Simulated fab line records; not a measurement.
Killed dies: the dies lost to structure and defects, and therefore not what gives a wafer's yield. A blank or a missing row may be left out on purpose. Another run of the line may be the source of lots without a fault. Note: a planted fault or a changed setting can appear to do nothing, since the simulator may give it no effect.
fab line records    flow sky130
record lots=13  wafers=39  lastDay=50
route steps=708 shown FIELD_ISO@13 NWELL@34 PAD_OPEN@708
lots that met no fault: taken from a fault-free run of the same line
startH: hours from the record's first day to the start of the lot's first wafer shown    waitH: how many hours have passed since the lot's step before this one    " same as the row above    L1.1+2: several wafers, shown together as one row    - either no value or no given start    * or withheld: withheld    < > ~ a bound
route shown NAME@n: NAME is a module with steps in the file, n the number in the route of the first one    usual: mean/standard deviation of fault-free wafers    same: alike in all rows    chamber/n: place in a boat    sites: each site's reading    _std_site: standard deviation of those values    _edge_site: outer sites' mean less inner sites'    radiusMm: how far each site lies from the wafer's centre    mask NAME#n: copy n    behind: the tool/chamber that last shaped the wafer    hold: why the lot went on hold/how many hours it stayed there/how the hold came to an end    device: whichever transistor did not switch (one of n, p or np)    end of line: at the end of the route, the tests of the same wafers    a step with no rows: only its recipe    killed: at the first sort, the dies lost to defects and structure; wafer yield is something else    map: a wafer's dies, marking killed ones x, the rest . and places with no die _
set.NAME: the setting as run; set.NAME@STEP: as run at that earlier step    model.NAME: the simulator's own value behind a step, which no gauge read
route steps across a sampled set of lots; one table per step, one row per wafer
services: a tool's chamber out of use, with start hour (startH, from the record's first day; less than 0 if before it), hours out, and reason
## steps
# step SKY_FIELD_ISO_DEVELOP_12
# recipe developTimeS=60  resist=KrF-thick  devTempC=21
# usual developerTempC=20.98/0.12
# same developTimeS=60
lot.wafer  tool           chamber  startH  waitH  developerTempC
L291.1     lithoTrack-02  0        33      -      20.86
L291.2     "              0        "       "      20.81
L291.3     "              0        "       "      20.85
L292.1     lithoTrack-02  0        38      -      20.95
L292.3     "              0        "       "      20.81
L292.5     "              0        39      -      20.87
L293.2     lithoTrack-02  0        45      -      21.01
L293.3     "              0        "       "      20.94
L293.5     "              0        "       "      21.10
L294.1     lithoTrack-04  0        49      -      20.88
L294.2     "              0        "       "      20.81
L294.6     "              0        "       "      20.75
L295.4     lithoTrack-02  0        60      -      21.01
L295.5     "              0        "       "      20.92
L295.6     "              0        "       "      20.95
L296.3     lithoTrack-01  0        61      -      21.08
L296.4     "              0        "       "      21.01
L296.5     "              0        "       "      20.92
L297.1     lithoTrack-02  0        70      -      20.99
L297.3     "              0        "       "      21.08
L297.6     "              0        "       "      20.95
L300.1     lithoTrack-04  0        81      -      20.98
L300.5     "              0        "       "      20.98
L300.6     "              0        "       "      21.01
L301.1     lithoTrack-04  0        87      -      20.90
L301.3     "              0        "       "      20.87
L301.4     "              0        88      -      20.74
L302.1     lithoTrack-01  0        92      -      20.93
L302.3     "              0        "       "      21.02
L302.6     "              0        "       "      21.06
L310.2     lithoTrack-01  0        133     -      20.26
L310.3     "              0        "       "      20.22
L310.6     "              0        "       "      20.35
L311.1     lithoTrack-01  0        138     -      20.15
L311.4     "              0        "       "      20.10
L311.6     "              0        "       "      20.21
L312.2     lithoTrack-02  0        143     -      20.97
L312.4     "              0        "       "      20.90
L312.6     "              0        "       "      21.01
# step SKY_FIELD_ISO_CMP_27
# recipe stopOn=Si3N4  tOverpolishS=16  downForcePsi=4  platenRpm=60  targetThkNm=457.8  padVelocityMS=0.94248
# usual motorCurrentA=12.1/1.3  overpolishRunS=15.999/0.0094  timeToEndpointS=111/3.9
# same tOverpolishS=16
lot.wafer  tool    chamber  startH  waitH  motorCurrentA  overpolishRunS  timeToEndpointS
L291.3     cmp-01  0        50.78   0.3    13.9           15.995          112
L291.1     "       1        "       "      12.7           15.999          107
L291.2     "       2        "       "      12.5           15.993          114
L292.1     cmp-01  2        51.08   0.6    11.9           15.986          114
L292.3     "       0        "       "      13.6           16.009          112
L292.5     "       2        "       "      11.9           16.004          114
L293.3     cmp-01  2        57.75   0.0    12.6           15.996          115
L293.2     "       0        "       "      14.0           16.006          107
L293.5     "       3        "       "      10.2           16.007          114
L294.2     cmp-02  2        57.88   0.1    12.0           16.002          111
L294.1     "       3        "       "      13.2           16.016          110
L294.6     "       3        "       "      13.7           15.999          111
L295.4     cmp-01  3        64.10   0.1    10.1           16.001          111
L295.6     "       0        "       "      14.2           16.018          109
L295.5     "       1        "       "      12.0           15.990          108
L296.3     cmp-01  3        65.45   0.0    9.8            15.996          107
L296.4     "       0        "       "      14.4           15.972          106
L296.5     "       0        "       "      13.6           16.001          103
L297.3     cmp-02  3        75.37   0.1    12.5           16.005          112
L297.1     "       1        "       "      13.6           15.993          111
L297.6     "       3        "       "      13.1           15.999          115
L300.1     cmp-02  3        86.24   0.1    13.3           15.993          113
L300.6     "       1        "       "      13.1           16.005          108
L300.5     "       2        "       "      12.4           15.992          106
L301.4     cmp-02  0        91.94   0.0    10.1           16.005          110
L301.3     "       1        "       "      13.1           15.998          110
L301.1     "       3        "       "      13.1           16.007          113
L302.1     cmp-01  3        98.18   0.1    10.1           15.991          115
L302.3     "       0        "       "      13.9           16.002          110
L302.6     "       2        "       "      11.9           15.989          116
L310.3     cmp-02  3        140.73  0.0    12.7           15.987          112
L310.2     "       0        "       "      10.6           15.985          106
L310.6     "       3        "       "      13.0           16.016          115
L311.1     cmp-01  3        153.29  0.3    9.9            15.993          115
L311.4     "       1        "       "      11.9           16.001          114
L311.6     "       3        "       "      9.9            15.998          116
L312.4     cmp-01  3        160.98  0.0    9.9            16.010          116
L312.2     "       2        "       "      12.2           15.997          117
L312.6     "       3        "       "      9.9            15.996          119
# step SKY_NWELL_THK_MEAS_02
# recipe reads=SiO2_of_NWELL_OXIDATION_01
# usual NWELL_OXIDATION_THK=9.98/0.2
lot.wafer  tool          chamber  startH  waitH  NWELL_OXIDATION_THK[nm]
L291.1     filmMetro-01  -        56.25   0.0    10.08
L291.2     "             -        "       "      10.10
L291.3     "             -        "       "      10.04
L292.1     filmMetro-01  -        56.31   0.1    9.93
L292.3     "             -        "       "      9.84
L292.5     "             -        "       "      9.86
L293.2     filmMetro-03  -        60.11   0.0    10.22
L293.3     "             -        "       "      9.92
L293.5     "             -        "       "      10.14
L294.1     filmMetro-01  -        60.65   0.0    9.90
L294.2     "             -        "       "      9.84
L294.6     "             -        "       "      9.72
L295.4     filmMetro-03  -        66.34   0.0    10.25
L295.5     "             -        "       "      10.00
L295.6     "             -        "       "      10.23
L296.3     filmMetro-01  -        69.88   0.0    9.84
L296.4     "             -        "       "      9.77
L296.5     "             -        "       "      9.89
L297.1     filmMetro-01  -        78.23   0.0    10.23
L297.3     "             -        "       "      10.14
L297.6     "             -        "       "      10.10
L300.1     filmMetro-02  -        89.07   0.0    10.44
L300.5     "             -        "       "      10.53
L300.6     "             -        "       "      10.35
L301.1     filmMetro-03  -        94.44   0.0    9.92
L301.3     "             -        "       "      10.07
L301.4     "             -        "       "      10.10
L302.1     filmMetro-03  -        100.94  0.0    9.86
L302.3     "             -        "       "      9.83
L302.6     "             -        "       "      9.92
L310.2     filmMetro-01  -        150.32  0.0    10.19
L310.3     "             -        "       "      9.97
L310.6     "             -        "       "      9.82
L311.1     filmMetro-01  -        159.48  0.0    9.80
L311.4     "             -        "       "      9.83
L311.6     "             -        "       "      10.02
L312.2     filmMetro-03  -        166.36  0.0    10.16
L312.4     "             -        "       "      10.09
L312.6     "             -        "       "      9.99
# step SKY_NWELL_STRIP_25
# recipe chemistry=O2/N2  powerW=1400  pressureMtorr=1500  platenTempC=withheld  o2FlowSccm=3000  n2FlowSccm=300  overashFraction=0.5
# usual chamberPressureMTorr=1500.1/1.3  drypumpMotorCurrentA=5.8/0.3  oesProductAu=0.722/0.0047  stripTimeToEndpointS=36.86/0.095
lot.wafer  tool            chamber  startH  waitH  chamberPressureMTorr  drypumpMotorCurrentA  oesProductAu  rfHoursCounterH  stripTimeToEndpointS
L291.1     plasmaAsher-03  0        125.68  0.1    1501.4                5.5                   0.731         45               36.93
L291.2     "               1        "       "      1497.3                5.4                   0.723         45               36.97
L291.3     "               0        "       "      1499.4                5.5                   0.722         -                36.87
L292.1     plasmaAsher-03  1        127.14  0.1    1499.2                5.4                   0.722         45               36.95
L292.3     "               1        "       "      1497.8                5.4                   0.720         -                37.01
L292.5     "               0        "       "      1501.9                5.5                   0.722         -                36.99
L293.2     plasmaAsher-03  1        130.34  0.1    1500.5                5.4                   0.724         46               36.83
L293.3     "               0        "       "      1501.1                5.4                   0.723         -                36.77
L293.5     "               1        "       "      1500.5                5.5                   0.718         -                36.85
L294.1     plasmaAsher-03  1        132.53  0.1    1499.4                5.4                   0.721         46               36.98
L294.2     "               0        "       "      1501.2                5.5                   0.726         46               36.98
L294.6     "               0        "       "      1502.3                5.5                   0.725         -                36.98
L295.4     plasmaAsher-04  1        138.56  0.1    1501.8                5.9                   0.719         -                36.96
L295.5     "               1        "       "      1500.1                5.9                   0.720         -                36.95
L295.6     "               0        "       "      1497.9                5.6                   0.721         -                36.82
L296.3     plasmaAsher-03  0        143.71  0.1    1503.7                5.5                   0.719         -                36.90
L296.4     "               1        "       "      1501.9                5.5                   0.720         -                36.98
L296.5     "               0        "       "      1500.8                5.5                   0.720         -                36.87
L297.1     plasmaAsher-01  0        152.74  0.1    1501.3                5.8                   0.725         3                37.04
L297.3     "               0        "       "      1499.4                5.8                   0.724         -                37.09
L297.6     "               0        "       "      1500.0                5.8                   0.726         -                37.19
L300.1     plasmaAsher-01  1        163.59  0.1    1499.3                6.4                   0.714         4                36.87
L300.5     "               1        "       "      1500.3                6.3                   0.722         -                36.70
L300.6     "               0        "       "      1498.6                5.8                   0.721         -                36.79
L301.1     plasmaAsher-04  1        169.74  0.1    1500.7                5.9                   0.719         36               36.95
L301.3     "               0        "       "      1498.4                5.6                   0.729         -                36.92
L301.4     "               1        "       "      1498.2                5.9                   0.716         -                36.98
L302.1     plasmaAsher-04  1        176.63  0.1    1500.9                5.9                   0.724         37               36.82
L302.3     "               0        "       "      1498.9                5.6                   0.717         -                36.80
L302.6     "               1        "       "      1502.5                5.9                   0.717         -                36.88
L310.2     plasmaAsher-01  1        232.43  0.1    1500.0                6.3                   0.728         11               36.89
L310.3     "               0        "       "      1500.0                5.9                   0.726         -                36.93
L310.6     "               1        "       "      1500.2                6.3                   0.723         -                36.84
L311.1     plasmaAsher-01  0        245.93  0.1    1500.8                5.8                   0.720         12               36.81
L311.4     "               0        "       "      1499.2                5.9                   0.720         -                36.84
L311.6     "               0        "       "      1500.9                5.8                   0.729         -                36.84
L312.2     plasmaAsher-01  1        252.44  0.1    1501.6                6.4                   0.720         13               36.84
L312.4     "               1        "       "      1498.7                6.3                   0.719         -                36.74
L312.6     "               1        "       "      1501.2                6.3                   0.722         -                36.80
# step SKY_PAD_OPEN_PROBE_99
# usual killed_at_M0_to_M3=44/7.1  killed_at_M4_up=3.0/1.9  killedAtContacts=25/5.6  killedAtFrontEnd=14/4.1  killedAtOther=0.2/0.44  killedDies=86/9.1  killedOpen=47/7.4  killedShort=39/5.7
# same grossDies=492  killedAtBackSide=0
lot.wafer  tool       chamber  startH   waitH  killed_at_M0_to_M3  killed_at_M4_up  killedAtContacts  killedAtFrontEnd  killedAtOther  killedDies  killedOpen  killedShort
L291.1     prober-02  -        1095.57  0.1    30                  2                42                15                1              90          59          31
L291.2     prober-02  -        1095.62  0.1    34                  1                30                14                0              79          40          39
L291.3     prober-02  -        1095.67  0.2    46                  6                23                11                0              86          46          40
L292.1     prober-01  -        1095.57  0.1    57                  5                24                11                0              97          56          41
L292.3     prober-01  -        1095.67  0.2    45                  2                22                10                0              79          39          40
L292.5     prober-01  -        1095.77  0.2    37                  1                27                12                0              77          39          38
L294.1     prober-02  -        1101.99  0.1    40                  4                23                13                0              80          52          28
L294.2     prober-02  -        1102.04  0.1    37                  4                30                18                0              89          53          36
L294.6     prober-02  -        1102.24  0.2    34                  3                24                18                0              79          47          32
L293.2     prober-01  -        1102.39  0.1    47                  0                11                22                0              80          40          40
L293.3     prober-01  -        1102.44  0.2    42                  0                28                16                0              86          44          42
L293.5     prober-01  -        1102.54  0.2    58                  4                21                17                0              100         47          53
L295.4     prober-02  -        1103.74  0.2    46                  3                23                12                0              84          51          33
L295.5     prober-02  -        1103.79  0.2    38                  5                21                15                1              80          46          34
L295.6     prober-02  -        1103.84  0.2    37                  4                20                19                0              80          36          44
L296.3     prober-01  -        1109.05  0.2    38                  1                25                17                0              81          40          41
L296.4     prober-01  -        1109.10  0.2    54                  1                15                18                0              88          51          36
L296.5     prober-01  -        1109.15  0.2    38                  6                21                22                0              87          48          39
L297.1     prober-02  -        1119.35  0.1    44                  5                23                10                0              82          46          36
L297.3     prober-02  -        1119.45  0.2    33                  3                22                13                0              71          40          31
L297.6     prober-02  -        1119.60  0.2    45                  4                21                6                 0              76          38          38
L300.1     prober-02  -        1128.98  0.1    38                  3                30                21                0              92          48          44
L300.5     prober-02  -        1129.18  0.2    43                  8                32                13                0              96          51          45
L300.6     prober-02  -        1129.23  0.2    41                  2                29                21                1              94          50          44
L301.1     prober-01  -        1140.12  0.1    50                  5                19                12                0              86          45          41
L301.3     prober-01  -        1140.22  0.2    52                  0                31                16                1              100         50          50
L301.4     prober-01  -        1140.27  0.2    36                  7                29                18                0              90          48          42
L302.1     prober-02  -        1143.20  0.1    55                  5                26                2                 0              88          53          35
L302.3     prober-02  -        1143.30  0.2    50                  2                17                9                 1              79          45          34
L302.6     prober-02  -        1143.45  0.2    46                  3                30                15                1              95          45          50
L310.2     prober-01  -        1184.10  0.1    37                  5                25                15                1              83          46          37
L310.3     prober-01  -        1184.15  0.2    57                  2                27                14                1              101         63          38
L310.6     prober-01  -        1184.30  0.2    34                  5                38                9                 0              86          50          36
L312.2     prober-02  -        1204.37  0.1    40                  2                28                17                0              87          38          49
L312.4     prober-02  -        1204.47  0.2    32                  6                21                20                0              79          33          46
L312.6     prober-02  -        1204.57  0.2    42                  2                28                15                0              87          49          38
L311.1     prober-01  -        1206.06  0.1    55                  2                30                12                0              99          46          53
L311.4     prober-01  -        1206.21  0.2    42                  2                24                20                0              88          49          39
L311.6     prober-01  -        1206.31  0.2    53                  3                22                13                0              91          48          43
# killed by level:class
L291.1 CONTACT:geometricParticle:open=22 VIA1:geometricParticle:open=10 LI_CONTACT:geometricParticle:open=8 LOCAL_INTERCONNECT:geometricParticle:short=7 METAL2:geometricParticle:short=6 FIELD_ISO:geometricParticle:open=4 POLY_GATE:geometricParticle:short=4 VIA2:geometricParticle:open=4
L292.1 VIA1:geometricParticle:open=16 VIA2:geometricParticle:open=10 LOCAL_INTERCONNECT:geometricParticle:short=8 VIA3:geometricParticle:open=8 LI_CONTACT:geometricParticle:open=7 METAL2:geometricParticle:short=7 METAL1:geometricParticle:short=5 CONTACT:geometricParticle:open=5
L291.2 LOCAL_INTERCONNECT:geometricParticle:short=10 CONTACT:geometricParticle:open=9 LI_CONTACT:geometricParticle:open=6 METAL2:geometricParticle:short=6 POLY_GATE:geometricParticle:short=5 VIA2:geometricParticle:open=5 VIA1:geometricParticle:open=4 VIA1:geometricParticle:short=4
L291.3 LI_CONTACT:geometricParticle:open=10 VIA1:geometricParticle:open=9 CONTACT:geometricParticle:open=6 VIA1:geometricParticle:short=6 VIA3:geometricParticle:open=6 METAL1:geometricParticle:short=5 METAL2:geometricParticle:short=5 METAL3:geometricParticle:short=5
L292.3 VIA1:geometricParticle:short=12 CONTACT:geometricParticle:open=10 VIA1:geometricParticle:open=8 VIA2:geometricParticle:open=7 VIA3:geometricParticle:open=6 LOCAL_INTERCONNECT:geometricParticle:short=5 METAL1:geometricParticle:short=5 POLY_GATE:geometricParticle:short=3
L292.5 CONTACT:geometricParticle:open=11 CONTACT:geometricParticle:short=7 VIA1:geometricParticle:open=7 VIA1:geometricParticle:short=6 METAL1:geometricParticle:short=5 VIA2:geometricParticle:open=5 VIA3:geometricParticle:open=5 LOCAL_INTERCONNECT:geometricParticle:short=4
L294.1 CONTACT:geometricParticle:open=11 VIA1:geometricParticle:open=9 VIA3:geometricParticle:open=8 VIA2:geometricParticle:open=5 POLY_GATE:geometricParticle:open=4 VIA3:geometricParticle:short=4 LI_CONTACT:geometricParticle:open=4 CONTACT:geometricParticle:short=4
L294.2 CONTACT:geometricParticle:open=9 VIA1:geometricParticle:open=8 CONTACT:geometricParticle:short=8 VIA2:geometricParticle:open=8 FIELD_ISO:geometricParticle:open=7 VIA3:geometricParticle:open=6 LI_CONTACT:geometricParticle:open=5 POLY_GATE:geometricParticle:short=4
L294.6 CONTACT:geometricParticle:open=12 POLY_GATE:geometricParticle:open=7 VIA1:geometricParticle:open=7 VIA3:geometricParticle:open=6 LOCAL_INTERCONNECT:geometricParticle:short=5 LI_CONTACT:geometricParticle:open=5 FIELD_ISO:geometricParticle:open=4 VIA1:geometricParticle:short=4
L293.2 METAL2:geometricParticle:short=9 VIA3:geometricParticle:open=7 VIA1:geometricParticle:short=6 VIA1:geometricParticle:open=6 VIA2:geometricParticle:open=6 POLY_GATE:geometricParticle:short=4 POLY_GATE:geometricParticle:open=4 CONTACT:geometricParticle:open=4
L293.3 VIA1:geometricParticle:open=12 CONTACT:geometricParticle:open=9 FIELD_ISO:geometricParticle:short=8 LI_CONTACT:geometricParticle:open=8 LOCAL_INTERCONNECT:geometricParticle:short=6 METAL1:geometricParticle:short=6 METAL3:geometricParticle:short=5 POLY_GATE:geometricParticle:open=4
L293.5 VIA1:geometricParticle:open=11 VIA2:geometricParticle:open=10 METAL1:geometricParticle:short=9 METAL2:geometricParticle:short=8 POLY_GATE:geometricParticle:short=7 VIA1:geometricParticle:short=7 LI_CONTACT:geometricParticle:short=5 LOCAL_INTERCONNECT:geometricParticle:short=5
L295.4 CONTACT:geometricParticle:open=10 VIA3:geometricParticle:open=10 VIA1:geometricParticle:open=10 VIA2:geometricParticle:open=7 LI_CONTACT:geometricParticle:open=6 VIA2:geometricParticle:short=6 FIELD_ISO:geometricParticle:open=4 POLY_GATE:geometricParticle:open=4
L295.5 VIA1:geometricParticle:open=11 VIA2:geometricParticle:open=8 LI_CONTACT:geometricParticle:open=7 LOCAL_INTERCONNECT:geometricParticle:short=5 CONTACT:geometricParticle:open=5 METAL3:geometricParticle:short=5 VIA3:geometricParticle:open=5 FIELD_ISO:geometricParticle:open=4
L295.6 CONTACT:geometricParticle:open=7 VIA1:geometricParticle:open=6 VIA2:geometricParticle:open=5 POLY_GATE:geometricParticle:short=5 CONTACT:geometricParticle:short=5 VIA2:geometricParticle:short=5 FIELD_ISO:geometricParticle:open=4 VIA1:geometricParticle:short=4
L296.3 VIA1:geometricParticle:open=13 CONTACT:geometricParticle:short=7 VIA1:geometricParticle:short=7 LI_CONTACT:geometricParticle:open=6 CONTACT:geometricParticle:open=6 VIA3:geometricParticle:short=6 POLY_GATE:geometricParticle:open=5 METAL2:geometricParticle:short=5
L296.4 VIA1:geometricParticle:open=13 METAL2:geometricParticle:short=8 CONTACT:geometricParticle:open=7 VIA2:geometricParticle:open=7 VIA3:geometricParticle:open=6 FIELD_ISO:geometricParticle:open=5 SPACER:geometricParticle:open=5 VIA3:geometricParticle:short=5
L296.5 VIA1:geometricParticle:open=7 POLY_GATE:geometricParticle:open=6 LI_CONTACT:geometricParticle:open=6 VIA2:geometricParticle:open=6 FIELD_ISO:geometricParticle:open=4 POLY_GATE:geometricParticle:short=4 CONTACT:geometricParticle:open=4 VIA3:geometricParticle:open=4
L297.1 VIA1:geometricParticle:open=14 VIA3:geometricParticle:open=8 LI_CONTACT:geometricParticle:open=7 CONTACT:geometricParticle:short=7 VIA2:geometricParticle:open=5 METAL2:geometricParticle:short=5 CONTACT:geometricParticle:open=4 VIA2:geometricParticle:short=4
L297.3 CONTACT:geometricParticle:open=8 VIA2:geometricParticle:open=7 VIA3:geometricParticle:open=7 LI_CONTACT:geometricParticle:open=5 LI_CONTACT:geometricParticle:short=4 METAL2:geometricParticle:short=4 FIELD_ISO:geometricParticle:short=3 FIELD_ISO:geometricParticle:open=3
L297.6 VIA1:geometricParticle:open=13 CONTACT:geometricParticle:short=8 METAL2:geometricParticle:short=8 VIA3:geometricParticle:open=7 CONTACT:geometricParticle:open=5 METAL1:geometricParticle:short=5 FIELD_ISO:geometricParticle:open=3 LI_CONTACT:geometricParticle:open=3
L300.1 CONTACT:geometricParticle:open=11 LI_CONTACT:geometricParticle:open=10 METAL2:geometricParticle:short=8 VIA2:geometricParticle:open=8 POLY_GATE:geometricParticle:short=7 FIELD_ISO:geometricParticle:short=6 METAL1:geometricParticle:short=5 VIA1:geometricParticle:short=5
L300.5 CONTACT:geometricParticle:open=9 VIA3:geometricParticle:open=8 LI_CONTACT:geometricParticle:short=7 CONTACT:geometricParticle:short=7 FIELD_ISO:geometricParticle:short=6 METAL1:geometricParticle:short=6 VIA1:geometricParticle:open=6 LI_CONTACT:geometricParticle:open=5
L300.6 VIA1:geometricParticle:open=14 LI_CONTACT:geometricParticle:open=9 FIELD_ISO:geometricParticle:open=7 METAL1:geometricParticle:short=7 CONTACT:geometricParticle:open=6 LOCAL_INTERCONNECT:geometricParticle:short=5 POLY_GATE:geometricParticle:short=4 LI_CONTACT:geometricParticle:short=4
L301.1 VIA2:geometricParticle:open=11 VIA1:geometricParticle:open=8 LI_CONTACT:geometricParticle:open=7 CONTACT:geometricParticle:open=7 VIA1:geometricParticle:short=6 METAL2:geometricParticle:short=5 METAL3:geometricParticle:short=4 SPACER:geometricParticle:short=4
L301.3 VIA1:geometricParticle:open=13 METAL2:geometricParticle:short=11 CONTACT:geometricParticle:open=8 LI_CONTACT:geometricParticle:open=7 VIA3:geometricParticle:open=7 LOCAL_INTERCONNECT:geometricParticle:short=6 CONTACT:geometricParticle:short=5 FIELD_ISO:geometricParticle:short=4
L301.4 LI_CONTACT:geometricParticle:open=9 CONTACT:geometricParticle:open=8 FIELD_ISO:geometricParticle:open=7 VIA1:geometricParticle:open=7 POLY_GATE:geometricParticle:short=5 METAL2:geometricParticle:short=5 CONTACT:geometricParticle:short=5 VIA2:geometricParticle:short=5
L302.1 VIA1:geometricParticle:open=18 CONTACT:geometricParticle:open=12 VIA2:geometricParticle:open=10 LI_CONTACT:geometricParticle:short=5 METAL3:geometricParticle:short=5 LI_CONTACT:geometricParticle:open=4 METAL1:geometricParticle:short=4 VIA3:geometricParticle:short=4
L302.3 VIA2:geometricParticle:open=15 CONTACT:geometricParticle:open=7 LI_CONTACT:geometricParticle:open=6 VIA1:geometricParticle:short=6 VIA1:geometricParticle:open=5 METAL1:geometricParticle:short=5 VIA2:geometricParticle:short=5 VIA3:geometricParticle:open=4
L302.6 VIA1:geometricParticle:open=11 LI_CONTACT:geometricParticle:open=9 CONTACT:geometricParticle:short=7 VIA2:geometricParticle:open=7 LOCAL_INTERCONNECT:geometricParticle:short=6 VIA1:geometricParticle:short=5 METAL1:geometricParticle:short=5 METAL3:geometricParticle:short=5
L310.2 VIA3:geometricParticle:open=9 VIA2:geometricParticle:open=8 LI_CONTACT:geometricParticle:open=7 CONTACT:geometricParticle:open=7 FIELD_ISO:geometricParticle:short=6 VIA1:geometricParticle:short=5 FIELD_ISO:geometricParticle:open=4 LI_CONTACT:geometricParticle:short=4
L310.3 CONTACT:geometricParticle:open=14 VIA1:geometricParticle:open=11 VIA2:geometricParticle:open=11 LI_CONTACT:geometricParticle:open=7 METAL2:geometricParticle:short=6 VIA3:geometricParticle:open=6 VIA3:geometricParticle:short=5 FIELD_ISO:geometricParticle:short=4
L310.6 CONTACT:geometricParticle:open=16 VIA1:geometricParticle:open=12 CONTACT:geometricParticle:short=10 FIELD_ISO:geometricParticle:open=4 LOCAL_INTERCONNECT:geometricParticle:short=4 METAL2:geometricParticle:short=4 VIA2:geometricParticle:open=4 POLY_GATE:geometricParticle:short=3
L312.2 LI_CONTACT:geometricParticle:open=10 METAL1:geometricParticle:short=8 VIA1:geometricParticle:open=7 POLY_GATE:geometricParticle:short=6 VIA1:geometricParticle:short=5 LI_CONTACT:geometricParticle:short=5 CONTACT:geometricParticle:short=5 CONTACT:geometricParticle:open=5
L312.4 CONTACT:geometricParticle:open=8 LI_CONTACT:geometricParticle:open=7 VIA3:geometricParticle:short=6 FIELD_ISO:geometricParticle:short=5 POLY_GATE:geometricParticle:short=5 VIA2:geometricParticle:open=5 METAL1:geometricParticle:short=4 METAL3:geometricParticle:short=4
L312.6 CONTACT:geometricParticle:open=13 VIA2:geometricParticle:open=8 VIA3:geometricParticle:open=7 CONTACT:geometricParticle:short=5 METAL2:geometricParticle:short=5 FIELD_ISO:geometricParticle:open=4 POLY_GATE:geometricParticle:short=4 VIA3:geometricParticle:short=4
L311.1 VIA1:geometricParticle:open=16 METAL1:geometricParticle:short=9 LI_CONTACT:geometricParticle:open=8 CONTACT:geometricParticle:short=8 CONTACT:geometricParticle:open=8 VIA2:geometricParticle:short=8 LI_CONTACT:geometricParticle:short=5 METAL2:geometricParticle:short=5
L311.4 VIA1:geometricParticle:open=10 CONTACT:geometricParticle:open=8 METAL1:geometricParticle:short=7 CONTACT:geometricParticle:short=6 VIA1:geometricParticle:short=6 VIA3:geometricParticle:open=6 POLY_GATE:geometricParticle:short=5 FIELD_ISO:geometricParticle:open=4
L311.6 VIA1:geometricParticle:open=9 CONTACT:geometricParticle:open=8 VIA2:geometricParticle:open=8 CONTACT:geometricParticle:short=7 METAL2:geometricParticle:short=6 VIA3:geometricParticle:open=6 METAL1:geometricParticle:short=5 FIELD_ISO:geometricParticle:open=4
## services
tool            chamber  startH  hours  kind
cmp-01          -        14.70   2.3    repair
plasmaAsher-04  -        29.79   0.3    repair
cmp-02          -        45.56   7.5    pm
cmp-01          -        52.50   4.3    repair
cmp-02          -        64.34   4.0    pm
cmp-02          -        68.34   -      consumableReplace:conditioner
cmp-02          -        68.34   -      consumableReplace:pad
cmp-01          -        68.60   6.4    pm
cmp-02          -        68.89   0.5    repair
cmp-01          -        78.12   1.7    repair
plasmaAsher-01  -        108.75  9.0    pm
plasmaAsher-01  0        108.75  9.0    ventCycle
plasmaAsher-01  1        108.75  9.0    ventCycle
plasmaAsher-01  0        117.75  -      clean
plasmaAsher-01  1        117.75  -      clean
cmp-01          -        125.54  2.8    pm
cmp-02          -        132.52  0.6    repair
cmp-02          -        143.41  13.1   pm
cmp-02          -        182.64  2.9    repair
cmp-01          -        207.74  0.8    repair
cmp-01          -        232.00  4.0    pm
cmp-01          -        236.00  -      consumableReplace:conditioner
cmp-01          -        236.00  -      consumableReplace:pad
## key
firstSign step=SKY_FIELD_ISO_DEVELOP_12  reading=developerTempC  direction=down  sigmas=6.6  usual=*  struck=*
effect none on later readings
metAt SKY_FIELD_ISO_DEVELOP_12
struckLots L310,L311
testerLeftOut L310,L311
notActingAt SKY_FIELD_ISO_CMP_27,SKY_NWELL_THK_MEAS_02,SKY_NWELL_STRIP_25
onsetBetween 92 133
fault kind=processParameterDrift  tool=lithoTrack-01  chamber=-  onsetH=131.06  steps=SKY_FIELD_ISO_DEVELOP_12  channel=devTempC  offset=*  shape=step  endH=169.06  actsIn=*  stated=*
# testerLeftOut: of these lots the tester's yield and bins aren't shown, on N5 and GAA mostly nor the transistor test; their killed dies are dies lost to structure and defects alone, not to doping, threshold or leakage, so they don't give the yield
